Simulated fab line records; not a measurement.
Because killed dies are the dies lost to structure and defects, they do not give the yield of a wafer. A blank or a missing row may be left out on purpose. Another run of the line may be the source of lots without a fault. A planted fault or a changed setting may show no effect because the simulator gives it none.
fab line records	flow sky130
record: lots: 6	wafers: 18	last_day: 50
route steps=708 shown LOCAL_INTERCONNECT@394 CONTACT@406 PAD_OPEN@708
lots with no fault: from the same line, run without faults
start_h: the number of hours between the record's first day and the start of the first shown wafer of the lot	wait_h: hours since the lot's step before	" as in the row above	L1.1+2: a single row standing in for several wafers	- no value present, or no start provided	* or withheld: withheld	< > ~ a bound
route shown NAME@n: names a module that has steps shown in the file, with the first one's number in the route	usual: average and standard deviation across the fault-free wafers	same: alike in all rows	chamber/n: place in a boat	sites: the reading at each site	_std_site: their standard deviation	_edge_site: the outer-site mean with the inner-site mean subtracted	radius_mm: for every site, how far away it sits from the centre of the wafer	mask NAME#n: copy n	behind: the tool/chamber that last shaped the wafer	hold: why the lot went on hold/how many hours it stayed there/how the hold came to an end	device: which transistor (n, p or np) failed to switch	end of line: at the end of the route, the tests of the same wafers	where a step has no rows: the recipe by itself	killed: dies that structure and defects cost at the first sort, which is not the same as the wafer's yield	map: shows each die of a wafer: x if killed, . if not, _ if none is there
set.NAME: setting as actually run; set.NAME@STEP: the setting as run at that earlier step	model.NAME: the simulator's own value behind a step, which no gauge read
certain route steps with their lots: each step a table, each wafer a row
services: the hour from which a tool's chamber was out of use, counted from the record's first day as start_h (under 0 if before that day), plus the number of hours and why
== steps ==
step: SKY_LOCAL_INTERCONNECT_SOFTBAKE_07
recipe: temp_c: 100	time_s: 90	resist: KrF-thick
step: SKY_LOCAL_INTERCONNECT_EXPOSE_08
recipe: mask_id: LI1M	na: 0.8	source_shape: annular	sigma_inner: 0.55	sigma_outer: 0.85	target_cd_nm: 170	dose_mj: 28
step: SKY_LOCAL_INTERCONNECT_PEB_09
recipe: peb_temp_c: withheld	peb_time_s: withheld	resist: KrF-thick
step: SKY_LOCAL_INTERCONNECT_DEVELOP_10
recipe: develop_time_s: 60	resist: KrF-thick	dev_temp_c: 21
step: SKY_LOCAL_INTERCONNECT_CD_MEAS_11
recipe: target_cd_nm: 170
usual: cd_nm: 169.6/1.5
lot.wafer	tool	chamber	start_h	wait_h	cd_nm
L319.2	cd_sem-01	-	746.74	-	167.8
L319.4	"	-	"	"	166.3
L319.5	"	-	"	"	167.2
L321.3	cd_sem-01	-	768.91	-	168.8
L321.5	"	-	"	"	169.5
L321.6	"	-	"	"	169.7
L325.1	cd_sem-02	-	808.64	-	169.6
L325.2	"	-	"	"	169.7
L325.5	"	-	"	"	170.1
L333.2	cd_sem-02	-	855.41	-	168.0
L333.3	"	-	"	"	169.7
L333.6	"	-	"	"	168.2
L335.1	cd_sem-01	-	866.84	-	168.7
L335.2	"	-	"	"	169.2
L335.5	"	-	"	"	167.8
L337.1	cd_sem-02	-	883.07	-	166.7
L337.3	"	-	"	"	167.6
L337.6	"	-	"	"	168.5
step: SKY_LOCAL_INTERCONNECT_OVL_MEAS_12
usual: LOCAL_INTERCONNECT_OVL: -3/5
lot.wafer	tool	chamber	start_h	wait_h	LOCAL_INTERCONNECT_OVL[nm]
L319.2	overlay-01	-	746.85	0.1	-10
L319.4	"	-	"	"	-9
L319.5	"	-	"	"	-8
L321.3	overlay-01	-	769.01	0.1	-1
L321.5	"	-	"	"	-5
L321.6	"	-	"	"	5
L325.1	overlay-01	-	808.76	0.1	3
L325.2	"	-	"	"	-1
L325.5	"	-	"	"	-1
L333.2	overlay-01	-	855.51	0.1	-3
L333.3	"	-	"	"	-5
L333.6	"	-	"	"	0
L335.1	overlay-01	-	866.96	0.1	6
L335.2	"	-	"	"	1
L335.5	"	-	"	"	6
L337.1	overlay-02	-	883.19	0.1	-5
L337.3	"	-	"	"	-2
L337.6	"	-	"	"	1
step: SKY_LOCAL_INTERCONNECT_ETCH_13
recipe: chemistry: N2/H2	target: BARC	ion_energy_ev: 200	bias_w: 100	pressure_mtorr: 30	n2_flow_sccm: 100	h2_flow_sccm: 200	icp_w: 500	stop_on: SiO2	time_s: 45.9	target_depth_a: 600
usual: drypump_motor_current_A: 5.7/0.47	oes_product_au: 0.854/0.0047	throttle_valve_pct: 13.225/0.0094
lot.wafer	tool	chamber	start_h	wait_h	drypump_motor_current_A	oes_product_au	rf_hours_counter_h	throttle_valve_pct
L319.2	rie_metal-03	1	746.88	0.0	5.9	0.850	12	13.218
L319.4	"	1	"	"	6.0	0.850	-	13.240
L319.5	"	1	"	"	6.0	0.845	-	13.238
L321.3	rie_metal-01	0	769.05	0.0	6.4	0.855	-	13.232
L321.5	"	0	"	"	6.4	0.852	-	13.219
L321.6	"	1	"	"	5.2	0.853	-	13.215
L325.1	rie_metal-02	0	808.79	0.0	4.8	0.854	13	13.232
L325.2	"	1	"	"	5.7	0.849	4	13.221
L325.5	"	0	"	"	4.8	0.851	-	13.212
L333.2	rie_metal-03	0	855.54	0.0	5.6	0.851	5	13.221
L333.3	"	1	"	"	6.0	0.851	-	13.208
L333.6	"	1	"	"	6.0	0.852	-	13.225
L335.1	rie_metal-03	0	867.00	0.0	5.6	0.847	6	13.219
L335.2	"	1	"	"	6.0	0.850	16	13.239
L335.5	"	1	"	"	6.0	0.857	-	13.217
L337.1	rie_metal-01	0	883.23	0.0	6.4	0.853	8	13.219
L337.3	"	1	"	"	5.2	0.850	-	13.216
L337.6	"	0	"	"	6.4	0.863	-	13.229
step: SKY_LOCAL_INTERCONNECT_METAL_ETCH_14
recipe: target_depth_nm: 110	stop_on: PSG	chemistry: Cl2/BCl3	target: TiN	resist_sidewall_deg: 88	pressure_mtorr: 10	icp_w: 900	bias_w: 48.5	Cl2_flow_sccm: 60	bcl3_flow_sccm: 30	time_s: 31.4
usual: drypump_motor_current_A: 5.7/0.47	oes_product_au: 0.942/0.0077	throttle_valve_pct: 21.900/0.01
lot.wafer	tool	chamber	start_h	wait_h	drypump_motor_current_A	oes_product_au	rf_hours_counter_h	throttle_valve_pct
L319.2	rie_metal-03	1	746.94	0.0	5.9	0.941	12	21.900
L319.4	"	1	"	"	6.0	0.943	-	21.891
L319.5	"	1	"	"	6.0	0.945	-	21.894
L321.3	rie_metal-01	0	769.11	0.0	6.4	0.931	-	21.901
L321.5	"	0	"	"	6.4	0.944	-	21.900
L321.6	"	1	"	"	5.2	0.931	-	21.924
L325.1	rie_metal-02	0	808.85	0.0	4.8	0.945	13	21.892
L325.2	"	1	"	"	5.7	0.948	4	21.902
L325.5	"	0	"	"	4.8	0.945	-	21.913
L333.2	rie_metal-03	0	855.61	0.0	5.7	0.945	5	21.888
L333.3	"	1	"	"	5.9	0.954	-	21.890
L333.6	"	1	"	"	5.9	0.945	-	21.914
L335.1	rie_metal-03	0	867.06	0.0	5.6	0.933	6	21.894
L335.2	"	1	"	"	6.0	0.936	16	21.915
L335.5	"	1	"	"	5.9	0.940	-	21.896
L337.1	rie_metal-01	0	883.29	0.0	6.4	0.942	8	21.888
L337.3	"	1	"	"	5.2	0.946	-	21.892
L337.6	"	0	"	"	6.4	0.939	-	21.893
step: SKY_LOCAL_INTERCONNECT_STRIP_15
recipe: chemistry: O2/N2	power_w: 1400	pressure_mtorr: 1500	platen_temp_c: withheld	o2_flow_sccm: 3000	n2_flow_sccm: 300	overash_fraction: 0.459
step: SKY_LOCAL_INTERCONNECT_STRIP_16
recipe: chemistry: post_etch_residue_remover	time_s: 1200	temp_c: 72.5
step: SKY_LOCAL_INTERCONNECT_CLEAN_17
recipe: chemistry: IPA	time_s: 180	temp_c: 25
step: SKY_LOCAL_INTERCONNECT_CLEAN_18
recipe: chemistry: O3/DIW	dry: n2_spin
step: SKY_CONTACT_CVD_00
recipe: material: Si3N4	target_thk_nm: 75	temp_c: 400	time_s: withheld	rf_w: 450
usual: heater_power_outer_w: 396/60	heater_power_w: 656/78
lot.wafer	tool	chamber	start_h	wait_h	heater_power_outer_w	heater_power_w
L319.2	pecvd-02	0	747.62	0.0	348	644
L319.4	"	2	"	"	383	647
L319.5	"	0	"	"	338	671
L319.2	pecvd-02	0	747	-	358	657
L319.4	"	2	"	"	383	645
L319.5	"	0	"	"	343	652
L321.3	pecvd-03	0	769.77	0.0	360	573
L321.5	"	2	"	"	379	632
L321.6	"	0	"	"	373	564
L325.1	pecvd-02	0	809.50	0.0	331	627
L325.2	"	1	"	"	458	708
L325.5	"	1	"	"	466	700
L325.1	pecvd-02	0	809	-	328	622
L325.2	"	1	"	"	464	707
L325.5	"	1	"	"	464	701
L333.2	pecvd-04	1	856.26	0.0	410	690
L333.3	"	0	"	"	478	757
L333.6	"	1	"	"	419	701
L335.1	pecvd-03	0	867.71	0.0	454	694
L335.2	"	2	"	"	335	585
L335.5	"	2	"	"	356	588
L337.1	pecvd-04	1	883.97	0.0	400	684
L337.3	"	0	"	"	446	711
L337.6	"	0	"	"	443	727
step: SKY_CONTACT_THK_MEAS_01
recipe: reads: Si3N4_of_CONTACT_CVD_00
usual: CONTACT_CVD_00_THK: 75.1/1
lot.wafer	tool	chamber	start_h	wait_h	CONTACT_CVD_00_THK[nm]
L319.2	film_metro-02	-	747.87	-	148.0
L319.4	"	-	"	"	152.7
L319.5	"	-	"	"	150.9
L321.3	film_metro-02	-	769.83	-	76.1
L321.5	"	-	"	"	76.7
L321.6	"	-	"	"	77.5
L325.1	film_metro-01	-	809.73	-	149.9
L325.2	"	-	"	"	150.3
L325.5	"	-	"	"	152.2
L333.2	film_metro-01	-	856.30	-	75.2
L333.3	"	-	"	"	74.9
L333.6	"	-	"	"	75.1
L335.1	film_metro-02	-	867.76	-	74.4
L335.2	"	-	"	"	73.3
L335.5	"	-	"	"	74.9
L337.1	film_metro-04	-	884.00	-	75.4
L337.3	"	-	"	"	74.2
L337.6	"	-	"	"	75.7
step: SKY_CONTACT_HDPCVD_02
recipe: material: SiO2	target_thk_nm: 565	sigma_open_frac: 0.3	time_s: 94.2	temp_c: 600	sih4_flow_sccm: 60	pressure_mtorr: 6
step: SKY_CONTACT_THK_MEAS_03
recipe: reads: SiO2_of_CONTACT_HDPCVD_02
usual: CONTACT_HDPCVD_THK: 560/5.6
lot.wafer	tool	chamber	start_h	wait_h	CONTACT_HDPCVD_THK[nm]
L319.2	film_metro-01	-	748.00	0.0	557
L319.4	"	-	"	"	561
L319.5	"	-	"	"	559
L321.3	film_metro-01	-	769.96	0.1	569
L321.5	"	-	"	"	554
L321.6	"	-	"	"	565
L325.1	film_metro-01	-	809.86	0.0	569
L325.2	"	-	"	"	574
L325.5	"	-	"	"	568
L333.2	film_metro-04	-	856.43	0.0	548
L333.3	"	-	"	"	557
L333.6	"	-	"	"	558
L335.1	film_metro-01	-	867.89	0.0	554
L335.2	"	-	"	"	559
L335.5	"	-	"	"	566
L337.1	film_metro-02	-	884.13	0.0	552
L337.3	"	-	"	"	556
L337.6	"	-	"	"	556
step: SKY_CONTACT_CMP_04
recipe: material: SiO2	down_force_psi: 4	platen_rpm: 60	pad_velocity_m_s: 0.94248
usual: motor_current_A: 11.1/1	time_to_endpoint_s: 80/4.2
lot.wafer	tool	chamber	start_h	wait_h	motor_current_A	time_to_endpoint_s
L319.4	cmp-01	0	748.10	0.1	10.0	74
L319.2	"	2	"	"	10.5	76
L319.5	"	3	"	"	9.5	76
L321.3	cmp-01	2	770.15	0.2	11.1	84
L321.5	"	3	"	"	10.0	80
L321.6	"	0	"	"	10.3	82
L325.2	cmp-01	1	809.92	0.0	12.3	85
L325.1	"	3	"	"	9.7	87
L325.5	"	1	"	"	12.0	83
L333.2	cmp-02	0	856.48	0.0	10.7	81
L333.3	"	3	"	"	10.6	90
L333.6	"	0	"	"	11.3	87
L335.2	cmp-02	2	867.95	0.0	11.7	79
L335.1	"	0	"	"	11.3	81
L335.5	"	3	"	"	10.1	85
L337.1	cmp-02	2	884.19	0.1	12.2	75
L337.3	"	3	"	"	10.3	83
L337.6	"	2	"	"	11.4	75
step: SKY_CONTACT_BOW_MEAS_05
recipe: mode: bow
usual: CONTACT_BOW: 83/7.1
lot.wafer	tool	chamber	start_h	wait_h	CONTACT_BOW[um]
L319.2	film_metro-02	-	748.37	0.1	83
L319.4	"	-	"	"	94
L319.5	"	-	"	"	83
L321.3	film_metro-01	-	770.34	0.1	84
L321.5	"	-	"	"	79
L321.6	"	-	"	"	93
L325.1	film_metro-01	-	810.22	0.1	80
L325.2	"	-	"	"	84
L325.5	"	-	"	"	77
L333.2	film_metro-01	-	856.80	0.3	88
L333.3	"	-	"	"	86
L333.6	"	-	"	"	82
L335.1	film_metro-01	-	868.25	0.1	77
L335.2	"	-	"	"	79
L335.5	"	-	"	"	71
L337.1	film_metro-04	-	884.49	0.2	91
L337.3	"	-	"	"	92
L337.6	"	-	"	"	90
step: SKY_CONTACT_DEHYDRATE_06
recipe: temp_c: 200	time_s: 60
step: SKY_CONTACT_HMDS_07
recipe: prime_time_s: 60	prime_temp_c: 120
step: SKY_CONTACT_COAT_08
recipe: resist: BARC	temp_c: withheld	time_s: withheld	spin_rpm: 3000	resist_thk_nm: 60
step: SKY_CONTACT_COAT_09
recipe: resist: KrF-thick	spin_rpm: 3000	resist_thk_nm: 450
step: SKY_CONTACT_SOFTBAKE_10
recipe: temp_c: 100	time_s: 90	resist: KrF-thick
step: SKY_CONTACT_EXPOSE_11
recipe: mask_id: CTM1	na: 0.8	source_shape: annular	sigma_inner: 0.55	sigma_outer: 0.85	target_cd_nm: 170	dose_mj: 38
step: SKY_CONTACT_PEB_12
recipe: peb_temp_c: withheld	peb_time_s: withheld	resist: KrF-thick
step: SKY_CONTACT_DEVELOP_13
recipe: develop_time_s: 60	resist: KrF-thick	dev_temp_c: 21
step: SKY_CONTACT_CD_MEAS_14
recipe: target_cd_nm: 170
usual: cd_nm: 170.1/1.9
lot.wafer	tool	chamber	start_h	wait_h	cd_nm
L319.2	cd_sem-02	-	775.59	-	165.6
L319.4	"	-	"	"	166.1
L319.5	"	-	"	"	168.0
L321.3	cd_sem-02	-	797.13	-	172.5
L321.5	"	-	"	"	173.3
L321.6	"	-	"	"	173.7
L325.1	cd_sem-01	-	836.84	-	172.2
L325.2	"	-	"	"	172.9
L325.5	"	-	"	"	172.7
L333.2	cd_sem-01	-	883.01	-	170.6
L333.3	"	-	"	"	170.2
L333.6	"	-	"	"	172.0
L335.1	cd_sem-01	-	893.99	-	165.4
L335.2	"	-	"	"	167.0
L335.5	"	-	"	"	167.1
L337.1	cd_sem-01	-	909.92	-	170.2
L337.3	"	-	"	"	170.9
L337.6	"	-	"	"	169.2
step: SKY_CONTACT_OVL_MEAS_15
usual: CONTACT_OVL: 0/5.3
lot.wafer	tool	chamber	start_h	wait_h	CONTACT_OVL[nm]
L319.2	overlay-02	-	775.70	0.1	0
L319.4	"	-	"	"	-1
L319.5	"	-	"	"	-7
L321.3	overlay-01	-	797.22	0.1	-4
L321.5	"	-	"	"	-6
L321.6	"	-	"	"	3
L325.1	overlay-02	-	836.96	0.1	0
L325.2	"	-	"	"	0
L325.5	"	-	"	"	1
L333.2	overlay-01	-	883.11	0.1	2
L333.3	"	-	"	"	-3
L333.6	"	-	"	"	-8
L335.1	overlay-02	-	894.11	0.1	-2
L335.2	"	-	"	"	1
L335.5	"	-	"	"	-6
L337.1	overlay-02	-	910.04	0.1	-1
L337.3	"	-	"	"	5
L337.6	"	-	"	"	0
step: SKY_CONTACT_ETCH_16
recipe: chemistry: N2/H2	target: BARC	ion_energy_ev: 200	source_w: 500	bias_w: 100	pressure_mtorr: 30	n2_flow_sccm: 100	h2_flow_sccm: 200	stop_on: SiO2	time_s: 45.9	target_depth_a: 600
usual: drypump_motor_current_A: 5.5/0.39	oes_product_au: 0.855/0.0049	throttle_valve_pct: 13.225/0.0093
lot.wafer	tool	chamber	start_h	wait_h	drypump_motor_current_A	oes_product_au	rf_hours_counter_h	throttle_valve_pct
L319.2	rie_diel-02	1	775.73	0.0	5.4	0.849	10	13.238
L319.4	"	3	"	"	6.0	0.859	11	13.206
L319.5	"	3	"	"	6.0	0.858	-	13.220
L321.3	rie_diel-04	1	797.25	0.0	5.8	0.856	11	13.229
L321.5	"	3	"	"	5.0	0.850	-	13.214
L321.6	"	2	"	"	5.3	0.851	-	13.233
L325.1	rie_diel-03	2	836.99	0.0	5.1	0.844	24	13.230
L325.2	"	3	"	"	5.4	0.868	12	13.215
L325.5	"	3	"	"	5.4	0.860	-	13.215
L333.2	rie_diel-03	1	883.14	0.0	5.4	0.848	11	13.228
L333.3	"	0	"	"	6.0	0.859	0	13.233
L333.6	"	3	"	"	5.4	0.860	-	13.215
L335.1	rie_diel-03	1	894.14	0.0	5.4	0.846	11	13.234
L335.2	"	3	"	"	5.4	0.846	15	13.232
L335.5	"	1	"	"	5.4	0.859	-	13.231
L337.1	rie_diel-03	3	910.08	0.0	5.4	0.857	16	13.227
L337.3	"	2	"	"	5.1	0.859	25	13.220
L337.6	"	0	"	"	6.0	0.859	-	13.235
step: SKY_CONTACT_ETCH_17
recipe: target: SiO2	chemistry: C4F8/O2/Ar	stop_on: Si3N4	mask_material: KrF-thick	source_w: 1500	bias_w: 1200	pressure_mtorr: 40	c4f8_flow_sccm: withheld	O2_flow_sccm: 6	Ar_flow_sccm: 300	time_s: withheld	target_depth_a: 3400
usual: oes_product_au: 0.891/0.0049
lot.wafer	tool	chamber	start_h	wait_h	oes_product_au
L319.2	rie_diel-02	1	775.77	0.0	0.887
L319.4	"	3	"	"	0.881
L319.5	"	3	"	"	0.896
L321.3	rie_diel-04	1	797.29	0.0	0.888
L321.5	"	3	"	"	0.888
L321.6	"	2	"	"	0.891
L325.1	rie_diel-03	2	837.04	0.0	0.895
L325.2	"	3	"	"	0.890
L325.5	"	3	"	"	0.900
L333.2	rie_diel-03	1	883.19	0.0	0.889
L333.3	"	0	"	"	0.890
L333.6	"	3	"	"	0.887
L335.1	rie_diel-03	1	894.19	0.0	0.893
L335.2	"	3	"	"	0.894
L335.5	"	1	"	"	0.899
L337.1	rie_diel-03	3	910.12	0.0	0.886
L337.3	"	2	"	"	0.891
L337.6	"	0	"	"	0.892
step: SKY_CONTACT_ETCH_18
recipe: target: Si3N4	chemistry: CHF3/O2	stop_on: TiN	source_w: 600	bias_w: 200	pressure_mtorr: 40	chf3_flow_sccm: 50	O2_flow_sccm: 5	time_s: 39	target_depth_a: 750
usual: drypump_motor_current_A: 5.5/0.39	oes_product_au: 0.856/0.0079	throttle_valve_pct: 8.792/0.0089
lot.wafer	tool	chamber	start_h	wait_h	drypump_motor_current_A	oes_product_au	rf_hours_counter_h	throttle_valve_pct	model.etch.depth_nm
L319.2	rie_diel-02	1	-	-	5.4	0.994	10	8.824	97.12
L319.4	"	3	"	"	6.0	1.013	11	8.840	98.45
L319.5	"	3	"	"	6.0	1.012	-	8.814	99.16
L321.3	rie_diel-04	1	-	-	5.7	0.866	11	8.792	76.18
L321.5	"	3	"	"	5.0	0.871	-	8.806	76.74
L321.6	"	2	"	"	5.3	0.869	-	8.787	77.53
L325.1	rie_diel-03	2	-	-	5.1	0.991	24	8.832	96.63
L325.2	"	3	"	"	5.3	1.000	12	8.827	96.79
L325.5	"	3	"	"	5.4	0.996	-	8.825	96.1
L333.2	rie_diel-03	1	-	-	5.3	0.855	11	8.805	75.17
L333.3	"	0	"	"	5.9	0.856	0	8.793	74.92
L333.6	"	3	"	"	5.4	0.853	-	8.798	75.08
L335.1	rie_diel-03	1	-	-	5.4	0.853	11	8.782	74.48
L335.2	"	3	"	"	5.4	0.840	15	8.803	73.38
L335.5	"	1	"	"	5.4	0.850	-	8.797	74.88
L337.1	rie_diel-03	3	-	-	5.4	0.853	16	8.785	75.4
L337.3	"	2	"	"	5.1	0.854	25	8.797	74.25
L337.6	"	0	"	"	5.9	0.854	-	8.794	75.76
step: SKY_CONTACT_STRIP_19
recipe: chemistry: O2/N2	power_w: 1400	pressure_mtorr: 1500	platen_temp_c: withheld	o2_flow_sccm: 3000	n2_flow_sccm: 300	overash_fraction: 0.5
step: SKY_PAD_OPEN_PROBE_99
usual: killed_at_M0_to_M3: 43/7.7	killed_at_M4_up: 3.4/1.9	killed_at_contacts: 25/5.6	killed_at_front_end: 14/4.3	killed_at_other: 0.2/0.5	killed_dies: 86/10	killed_on_rim: 17/4.1	killed_open: 47/7.2	killed_short: 39/6.7
same: gross_dies: 492	killed_at_back_side: 0
lot.wafer	tool	chamber	start_h	wait_h	killed_at_M0_to_M3	killed_at_M4_up	killed_at_contacts	killed_at_front_end	killed_at_other	killed_dies	killed_on_rim	killed_open	killed_short
L319.2	prober-01	-	1109.16	0.1	50	3	421	18	0	492	96	41	44
L319.4	prober-01	-	1109.26	0.2	45	5	427	15	0	492	96	59	37
L319.5	prober-01	-	1109.31	0.2	48	2	429	13	0	492	96	51	38
L321.3	prober-01	-	1128.20	0.2	40	0	17	13	0	70	14	32	38
L321.5	prober-01	-	1128.30	0.2	50	3	28	19	0	100	24	48	52
L321.6	prober-01	-	1128.35	0.2	30	4	27	17	0	78	16	45	33
L325.1	prober-01	-	1153.21	0.1	34	6	443	9	0	492	96	44	33
L325.2	prober-01	-	1153.26	0.1	54	7	420	11	0	492	96	47	39
L325.5	prober-01	-	1153.41	0.2	37	3	441	11	0	492	96	40	33
L335.1	prober-01	-	1191.57	0.1	31	7	23	16	1	78	17	42	36
L335.2	prober-01	-	1191.62	0.1	38	3	33	18	1	93	13	49	44
L335.5	prober-01	-	1191.77	0.2	44	4	20	12	1	81	15	41	40
killed by level:class
L319.2 CONTACT:area_etch=407 VIA2:geometric_particle:open=8 VIA1:geometric_particle:open=8 FIELD_ISO:geometric_particle:open=6 METAL1:geometric_particle:short=6 METAL3:geometric_particle:short=6 VIA3:geometric_particle:short=5 POLY_GATE:geometric_particle:open=5
L319.4 CONTACT:area_etch=396 VIA1:geometric_particle:open=15 CONTACT:geometric_particle:open=14 VIA3:geometric_particle:open=10 FIELD_ISO:geometric_particle:short=7 VIA2:geometric_particle:open=7 LI_CONTACT:geometric_particle:open=6 LI_CONTACT:geometric_particle:short=5
L319.5 CONTACT:area_etch=403 VIA1:geometric_particle:open=10 VIA3:geometric_particle:open=10 CONTACT:geometric_particle:open=8 VIA2:geometric_particle:open=7 VIA2:geometric_particle:short=6 LOCAL_INTERCONNECT:geometric_particle:short=5 LI_CONTACT:geometric_particle:open=4
L321.3 VIA1:geometric_particle:open=10 CONTACT:geometric_particle:short=6 METAL1:geometric_particle:short=6 METAL2:geometric_particle:short=6 FIELD_ISO:geometric_particle:short=5 CONTACT:geometric_particle:open=4 VIA1:geometric_particle:short=4 FIELD_ISO:geometric_particle:open=3
L321.5 FIELD_ISO:geometric_particle:short=9 METAL1:geometric_particle:short=9 VIA1:geometric_particle:open=8 CONTACT:geometric_particle:open=8 CONTACT:geometric_particle:short=8 VIA2:geometric_particle:open=8 LI_CONTACT:geometric_particle:open=6 VIA3:geometric_particle:open=6
L321.6 CONTACT:geometric_particle:open=10 LI_CONTACT:geometric_particle:open=8 LOCAL_INTERCONNECT:geometric_particle:short=7 POLY_GATE:geometric_particle:short=6 VIA1:geometric_particle:open=6 VIA2:geometric_particle:open=6 FIELD_ISO:geometric_particle:open=5 VIA3:geometric_particle:open=5
L325.1 CONTACT:area_etch=415 VIA1:geometric_particle:open=12 LI_CONTACT:geometric_particle:open=11 CONTACT:geometric_particle:open=7 LOCAL_INTERCONNECT:geometric_particle:short=5 VIA2:geometric_particle:open=5 METAL4:geometric_particle:short=5 CONTACT:geometric_particle:short=4
L325.2 CONTACT:area_etch=406 VIA2:geometric_particle:open=12 VIA1:geometric_particle:open=9 METAL1:geometric_particle:short=8 VIA3:geometric_particle:open=8 METAL4:geometric_particle:short=5 CONTACT:geometric_particle:open=4 CONTACT:geometric_particle:short=4
L325.5 CONTACT:area_etch=419 VIA1:geometric_particle:open=9 CONTACT:geometric_particle:open=8 LI_CONTACT:geometric_particle:open=7 VIA1:geometric_particle:short=5 METAL2:geometric_particle:short=5 VIA2:geometric_particle:open=5 POLY_GATE:geometric_particle:short=4
L335.1 CONTACT:geometric_particle:open=8 VIA1:geometric_particle:open=8 VIA2:geometric_particle:open=8 FIELD_ISO:geometric_particle:open=4 FIELD_ISO:geometric_particle:short=4 POLY_GATE:geometric_particle:short=4 POLY_GATE:geometric_particle:open=4 LI_CONTACT:geometric_particle:short=4
L335.2 CONTACT:geometric_particle:open=16 VIA1:geometric_particle:open=8 METAL1:geometric_particle:short=6 VIA2:geometric_particle:short=6 VIA2:geometric_particle:open=6 FIELD_ISO:geometric_particle:open=5 LI_CONTACT:geometric_particle:open=5 LOCAL_INTERCONNECT:geometric_particle:short=5
L335.5 CONTACT:geometric_particle:open=8 VIA2:geometric_particle:open=8 VIA3:geometric_particle:open=8 CONTACT:geometric_particle:short=6 METAL2:geometric_particle:short=6 VIA1:geometric_particle:open=5 FIELD_ISO:geometric_particle:short=4 FIELD_ISO:geometric_particle:open=4
map L319.2 (x killed, . not)
__________xxxxxxxxxx_________
________xxxxxxxxxxxxxx_______
______xxxxxxxxxxxxxxxxxx_____
_____xxxxxxxxxxxxxxxxxxxx____
____xxxxxxxxxxxxxxxxxxxxxx___
___xxxxxxxxxxxxxxxxxxxxxxxx__
__xxxxxxxxxxxxxxxxxxxxxxxxxx_
_xxxxxxxxxxxxxxxxxxxxxxxxxxxx
_xxxxxxxxxxxxxxxxxxxxxxxxxxxx
_xxxxxxxxxxxxxxxxxxxxxxxxxxxx
_xxxxxxxxxxxxxxxxxxxxxxxxxxxx
_xxxxxxxxxxxxxxxxxxxxxxxxxxxx
_xxxxxxxxxxxxxxxxxxxxxxxxxxxx
_xxxxxxxxxxxxxxxxxxxxxxxxxxxx
_xxxxxxxxxxxxxxxxxxxxxxxxxxxx
__xxxxxxxxxxxxxxxxxxxxxxxxxx_
___xxxxxxxxxxxxxxxxxxxxxxxx__
____xxxxxxxxxxxxxxxxxxxxxx___
_____xxxxxxxxxxxxxxxxxxxx____
______xxxxxxxxxxxxxxxxxx_____
________xxxxxxxxxxxxxx_______
__________xxxxxxxxxx_________
map L325.1 (x killed, . not)
__________xxxxxxxxxx_________
________xxxxxxxxxxxxxx_______
______xxxxxxxxxxxxxxxxxx_____
_____xxxxxxxxxxxxxxxxxxxx____
____xxxxxxxxxxxxxxxxxxxxxx___
___xxxxxxxxxxxxxxxxxxxxxxxx__
__xxxxxxxxxxxxxxxxxxxxxxxxxx_
_xxxxxxxxxxxxxxxxxxxxxxxxxxxx
_xxxxxxxxxxxxxxxxxxxxxxxxxxxx
_xxxxxxxxxxxxxxxxxxxxxxxxxxxx
_xxxxxxxxxxxxxxxxxxxxxxxxxxxx
_xxxxxxxxxxxxxxxxxxxxxxxxxxxx
_xxxxxxxxxxxxxxxxxxxxxxxxxxxx
_xxxxxxxxxxxxxxxxxxxxxxxxxxxx
_xxxxxxxxxxxxxxxxxxxxxxxxxxxx
__xxxxxxxxxxxxxxxxxxxxxxxxxx_
___xxxxxxxxxxxxxxxxxxxxxxxx__
____xxxxxxxxxxxxxxxxxxxxxx___
_____xxxxxxxxxxxxxxxxxxxx____
______xxxxxxxxxxxxxxxxxx_____
________xxxxxxxxxxxxxx_______
__________xxxxxxxxxx_________
== services ==
tool	chamber	start_h	hours	kind
rie_diel-04	-	723.35	0.5	repair
rie_metal-03	1	723.88	4.8	repair
rie_diel-03	3	732.77	3.8	repair
rie_diel-02	1	743.77	8.0	repair
cmp-02	-	744.26	4.0	pm
cmp-02	-	763.98	7.1	repair
rie_diel-03	2	766.97	14.4	repair
cmp-02	-	771.37	1.0	repair
rie_diel-02	-	776.58	2.3	repair
cmp-02	-	776.88	11.8	repair
rie_diel-02	3	779.52	8.4	repair
cmp-02	-	783.87	12.0	repair
rie_metal-03	-	784.67	0.2	repair
cmp-01	-	796.02	7.4	pm
cmp-02	-	812.85	1.7	repair
cmp-02	-	814.53	3.2	pm
cmp-02	-	819.42	8.4	pm
rie_diel-02	1	824.95	49.5	repair
cmp-01	-	832.54	1.8	repair
pecvd-02	2	834.62	11.1	repair
cmp-01	-	837.20	4.2	pm
pecvd-02	-	869.93	6.0	pm
rie_diel-03	2	871.72	34.7	repair
rie_metal-01	-	893.41	1.4	pm
== key ==
first_sign: step: SKY_CONTACT_CVD_00	reading: visit	direction: added
effect: step: SKY_CONTACT_THK_MEAS_01	reading: CONTACT_CVD_00_THK	direction: up	sigmas: 76	usual: 75.1	struck: 150.7
effect: step: SKY_CONTACT_ETCH_18	reading: oes_product_au	direction: up	sigmas: 18	usual: 0.856	struck: 1.001
effect: step: SKY_PAD_OPEN_PROBE_99	reading: killed_at_contacts	direction: up	sigmas: 72	usual: 25	struck: 430
model_effect: step: SKY_CONTACT_ETCH_18	value: etch.depth_nm	without: 74.92	struck: 97.38
more_kills_born_at: SKY_CONTACT_ETCH_18@rie_diel-03: 1240	SKY_CONTACT_ETCH_18@rie_diel-02: 1206
met_at SKY_CONTACT_CVD_00
struck_wafers L319.2,L319.4,L319.5,L325.1,L325.2,L325.5
later_rows_left_out L319.2,L319.4,L319.5,L325.1,L325.2,L325.5
tester_left_out L319,L325
fault: kind: repeated_step_whole	tool: pecvd-02,pecvd-03,pecvd-04	chamber: -	onset_h: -	steps: SKY_CONTACT_CVD_00	times: 1	scope: struck_lots_only
tester_left_out: of these lots the tester's yield and bins aren't shown, on N5 and GAA mostly nor the transistor test; their killed dies are dies lost to structure and defects alone, not to doping, threshold or leakage, so they don't give the yield
later_rows_left_out: the simulator's readings of these wafers behind a module that went badly wrong aren't trusted and aren't shown, but for the sort
